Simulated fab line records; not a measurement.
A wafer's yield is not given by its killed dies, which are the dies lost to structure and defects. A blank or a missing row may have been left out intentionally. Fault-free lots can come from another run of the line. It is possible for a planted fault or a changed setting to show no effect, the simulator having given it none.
One fault through the eyes of 2 desks + flow gf180mcu + only its own numbers are on each desk; what lay behind them is given at the end

== THE TOOL OWNER'S DESK: plasma asher-03 ==
The tool's own readings at GF_M3_STRIP_17 (strips in O2/N2): means of the sampled wafers that have a number, for each lot that ran on this tool. Marked OUT: a lot whose mean sits more than 4 standard deviations from the usual mean, which makes it out of limits; the brackets give that distance.
Columns: A = drypump motor current A at GF_M3_STRIP_17, usual 5.76 A; B = heater power w at GF_M3_STRIP_17, usual 341 W; C = n2 flow sccm at GF_M3_STRIP_17, usual 299.9 sccm; D = oes product au at GF_M3_STRIP_17, usual 0.538 a.u.; E = platen temp c at GF_M3_STRIP_17, usual 249.99 C; F = strip time to endpoint s at GF_M3_STRIP_17, usual 7.38 s
| lot  | first seen here | A    | B   | C     | D     | E                | F              |
|------|-----------------|------|-----|-------|-------|------------------|----------------|
| L721 | day 21 18:08    | 5.67 | 370 | 300.3 | 0.533 | 250.13           | 7.33           |
| L722 | day 22 00:26    | 5.67 | 380 | 299.3 | 0.540 | 250.16           | 7.41           |
| L727 | day 24 06:27    | 5.68 | 373 | 299.8 | 0.537 | 249.92           | 7.35           |
| L729 | day 24 16:16    | 5.68 | 385 | 299.5 | 0.540 | 249.78           | 7.36           |
| L741 | day 28 04:45    | 5.64 | 336 | 299.5 | 0.549 | 240.84 (-54) OUT | 8.98 (+31) OUT |
| L742 | day 28 09:57    | 5.69 | 350 | 300.0 | 0.550 | 240.51 (-56) OUT | 8.94 (+30) OUT |
This desk's finding: out of limits on L741, L742; first on L741, day 28 04:45 (platen temp c at GF_M3_STRIP_17). L721, L722, L727, L729: within limits.

== FROM THE METROLOGY DESK ==
Lot by lot, what the gauges showed, no matter which tool ran the lot: averages of those sampled wafers that carry a number. Marked OUT: a lot whose mean sits more than 4 standard deviations from the usual mean, which makes it out of limits; the brackets give that distance.
Columns: A = V2_CVD_02_THK at GF_V2_THK_MEAS_03, usual 851 nm; B = V3_CVD_00_THK at GF_V3_THK_MEAS_01, usual 598 nm
| lot  | first seen here | A   | B   |
|------|-----------------|-----|-----|
| L721 | day 19 15:29    | 839 | 597 |
| L722 | day 19 21:31    | 837 | 602 |
| L723 | day 20 02:47    | 842 | 588 |
| L725 | day 21 02:37    | 858 | 595 |
| L727 | day 22 05:52    | 857 | 596 |
| L728 | day 22 11:58    | 846 | 603 |
| L729 | day 22 16:19    | 844 | 597 |
| L732 | day 23 15:28    | 843 | 607 |
| L733 | day 23 22:17    | 863 | 596 |
| L735 | day 24 16:20    | 858 | 599 |
| L741 | day 26 10:02    | 865 | 599 |
| L742 | day 26 15:12    | 855 | 589 |
| L744 | day 27 06:27    | 851 | 600 |
Finding of this desk: none of the 13 lots has anything out of limits.

== ALL TOGETHER ==
The tool owner's desk could have raised an alarm at day 28 04:45, on L741, L742.
Metrology desk: nothing out of limits seen.
The metrology desk holds a record of L741, L742, inside its limits.
Every lot named ran GF_M3_STRIP_17 on plasma asher-03.

== WHAT THE SIMULATOR HAD PUT IN ==
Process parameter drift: plasma asher-03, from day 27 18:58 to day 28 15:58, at GF_M3_STRIP_17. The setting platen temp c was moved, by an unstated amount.
Shown lots that were struck: L741, L742.
Hours from the fault's start to each desk's first reading out of limits: the tool owner's desk, 10.
